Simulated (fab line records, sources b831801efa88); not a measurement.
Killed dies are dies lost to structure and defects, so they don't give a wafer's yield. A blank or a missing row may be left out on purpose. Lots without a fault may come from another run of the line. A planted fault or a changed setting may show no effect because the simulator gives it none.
Which tool did it? | flow gf180mcu | 11 lots, 33 wafers sampled, at 5 steps of a route of 602

WHAT THE GAUGES READ, wafer by wafer
GF_HV_LDD_TW_MEAS_38.
lot  | measured     | on            | HV_LDD_3_TW
L638 | day 11 16:12 | film_metro-02 | 1440 1436 1427
L639 | day 11 21:36 | film_metro-02 | 1449 1437 1442
L640 | day 12 09:46 | film_metro-03 | 1420 1423 1422
L642 | day 12 23:08 | film_metro-03 | 1380 1388 1396
L644 | day 13 15:11 | film_metro-03 | 1389 1391 1390
L655 | day 17 02:32 | film_metro-04 | 1414 1420 1420
L656 | day 17 12:50 | film_metro-04 | 1429 1425 1420
L658 | day 18 03:10 | film_metro-02 | 1442 1436 1444
L659 | day 18 10:35 | film_metro-04 | 1426 1416 1416
L660 | day 18 20:58 | film_metro-02 | 1441 1441 1433
L661 | day 19 02:46 | film_metro-04 | 1421 1430 1427

GF_HV_LDD_RS_MEAS_53: measures by four-point-probe.
lot  | measured     | on            | HV_LDD_RS (ohm/sq)
L638 | day 12 12:09 | film_metro-02 | 417.7 419.0 418.1
L639 | day 12 17:20 | film_metro-03 | 417.7 417.3 417.0
L640 | day 13 05:46 | film_metro-02 | 419.8 420.3 418.7
L642 | day 13 20:12 | film_metro-04 | 414.0 415.9 414.3
L644 | day 14 12:18 | film_metro-02 | 413.5 412.5 412.4
L655 | day 18 01:52 | film_metro-03 | 418.6 418.3 419.0
L656 | day 18 12:17 | film_metro-03 | 417.9 417.9 418.2
L658 | day 19 04:01 | film_metro-04 | 419.4 418.7 418.5
L659 | day 19 11:27 | film_metro-02 | 416.4 417.3 417.3
L660 | day 19 22:15 | film_metro-04 | 418.5 419.6 418.0
L661 | day 20 03:42 | film_metro-03 | 418.7 419.1 418.4

WHICH TOOL RAN EACH LOT (tool, then ch and the chambers of the sampled wafers, then the start)
lot  | GF_POLY_GATE_ETCH_13             | GF_HV_LDD_IMPLANT_35            | GF_HV_LDD_STRIP_37
L638 | rie_si-02 ch 0,2,3, day 9 06:20  | implanter-02 ch 0, day 11 15:50 | plasma_asher-02 ch 0,1, day 11 16:07
L639 | rie_si-02 ch 0,2,3, day 9 12:29  | implanter-04 ch 0, day 11 21:13 | plasma_asher-04 ch 0,1, day 11 21:29
L640 | rie_si-01 ch 0,2,3, day 9 21:53  | implanter-04 ch 0, day 12 09:25 | plasma_asher-02 ch 0,1, day 12 09:41
L642 | rie_si-02 ch 0,1,3, day 10 11:52 | implanter-04 ch 0, day 12 22:44 | plasma_asher-02 ch 0,1, day 12 23:02
L644 | rie_si-01 ch 0,2,3, day 11 01:57 | implanter-04 ch 0, day 13 14:47 | plasma_asher-01 ch 0,1, day 13 15:05
L655 | rie_si-02 ch 0,2, day 14 06:26   | implanter-02 ch 0, day 17 02:09 | plasma_asher-04 ch 0,1, day 17 02:26
L656 | rie_si-01 ch 0,2, day 14 15:23   | implanter-04 ch 0, day 17 12:27 | plasma_asher-01 ch 0,1, day 17 12:43
L658 | rie_si-02 ch 0,1,2, day 15 05:41 | implanter-04 ch 0, day 18 02:46 | plasma_asher-02 ch 1, day 18 03:04
L659 | rie_si-02 ch 1,2,3, day 15 11:59 | implanter-02 ch 0, day 18 10:11 | plasma_asher-01 ch 0,1, day 18 10:29
L660 | rie_si-01 ch 0,1,2, day 15 20:52 | implanter-01 ch 0, day 18 20:34 | plasma_asher-04 ch 0,1, day 18 20:52
L661 | rie_si-01 ch 0,2,3, day 16 01:20 | implanter-02 ch 0, day 19 02:23 | plasma_asher-04 ch 0,1, day 19 02:40
- GF_POLY_GATE_ETCH_13: etches poly-Si in HBr/Cl2, stops on SiO2, target depth 198.5 nm, time 69.6 s.
- GF_HV_LDD_IMPLANT_35
- GF_HV_LDD_STRIP_37: strips in O2/N2.

WHAT THE TOOLS THEMSELVES READ (means of the sampled wafers that have a number; where no wafer has one, the mark that the record gives instead)
GF_POLY_GATE_ETCH_13.
lot  | tool      | HBr_flow_sccm (sccm) | drypump_motor_current_A (A) | mfc_cl2_sccm (sccm) | oes_product_au (a.u.) | throttle_valve_pct (%)
L638 | rie_si-02 | 149.9                | 5.3                         | 50.10               | 0.992                 | 33.684
L639 | rie_si-02 | 150.1                | 5.3                         | 50.08               | 0.991                 | 33.686
L640 | rie_si-01 | 150.2                | 5.4                         | 50.02               | 0.985                 | 33.687
L642 | rie_si-02 | 149.8                | 5.4                         | 50.14               | 0.984                 | 33.694
L644 | rie_si-01 | 149.4                | 5.4                         | 49.89               | 0.994                 | 33.684
L655 | rie_si-02 | 150.3                | 5.5                         | 50.02               | 0.992                 | 33.686
L656 | rie_si-01 | 150.6                | 5.2                         | 50.02               | 0.990                 | 33.687
L658 | rie_si-02 | 149.9                | 5.6                         | 50.08               | 0.997                 | 33.679
L659 | rie_si-02 | 149.6                | 5.4                         | 49.99               | 0.998                 | 33.684
L660 | rie_si-01 | 150.2                | 5.1                         | 50.09               | 0.988                 | 33.678
L661 | rie_si-01 | 149.9                | 5.4                         | 49.99               | 0.991                 | 33.682

GF_HV_LDD_IMPLANT_35.
lot  | tool         | beam_energy_keV
L638 | implanter-02 | 59.985
L639 | implanter-04 | 59.991
L640 | implanter-04 | 59.991
L642 | implanter-04 | 40.563
L644 | implanter-04 | 40.568
L655 | implanter-02 | 59.979
L656 | implanter-04 | 59.985
L658 | implanter-04 | 60.006
L659 | implanter-02 | 59.997
L660 | implanter-01 | 59.985
L661 | implanter-02 | 59.982

GF_HV_LDD_STRIP_37.
lot  | tool            | drypump_motor_current_A (A) | heater_power_w (W) | oes_product_au (a.u.) | strip_time_to_endpoint_s (s)
L638 | plasma_asher-02 | 5.3                         | 347                | 0.717                 | 12.64
L639 | plasma_asher-04 | 5.6                         | 292                | 0.711                 | 12.68
L640 | plasma_asher-02 | 5.6                         | 347                | 0.717                 | 12.65
L642 | plasma_asher-02 | 5.3                         | 358                | 0.712                 | 12.65
L644 | plasma_asher-01 | 5.3                         | 314                | 0.719                 | 12.58
L655 | plasma_asher-04 | 5.6                         | 295                | 0.717                 | 12.55
L656 | plasma_asher-01 | 5.3                         | 319                | 0.719                 | 12.62
L658 | plasma_asher-02 | 6.0                         | 345                | 0.718                 | 12.61
L659 | plasma_asher-01 | 5.5                         | 304                | 0.712                 | 12.61
L660 | plasma_asher-04 | 5.3                         | 312                | 0.715                 | 12.61
L661 | plasma_asher-04 | 5.4                         | 310                | 0.717                 | 12.61

THE ANSWER, worked out from the rows above alone
Rule: what is usual is taken from the lots themselves. Put in order of their means at a reading, lots are off if they are a third of the lots or fewer, leave a main group of 4 or more, and stand apart from it by a gap of 3 or more times the standard deviation of the main group's means; of several such gaps the widest counts. A main group whose means are all the same, to the digits that the tables above print for the reading, isn't used. A lot without any number at a reading at which 4 lots or more have one is off too. The other lots that the step has rows for count as sound. The gauges are gone through in route order, then the tools' own readings, and for those a lot's mean is taken as printed above. The first step at which some lot is off is used, and at that step the reading that is off furthest; a lot without a number counts as furthest.
Off: L642, L644, at GF_HV_LDD_TW_MEAS_38 (HV_LDD_3_TW). The main group: mean 1430, standard deviation 9.
A tool fits if, at a process step before that reading, it ran every lot that is off, and no sound lot after the first of them. The gauges at GF_HV_LDD_TW_MEAS_38 aren't tried: what is off there is off at GF_HV_LDD_IMPLANT_35 too, on other tools, and a gauge's error can't cause that. None of those tried fits.

WHAT THE SIMULATOR HAD PUT IN
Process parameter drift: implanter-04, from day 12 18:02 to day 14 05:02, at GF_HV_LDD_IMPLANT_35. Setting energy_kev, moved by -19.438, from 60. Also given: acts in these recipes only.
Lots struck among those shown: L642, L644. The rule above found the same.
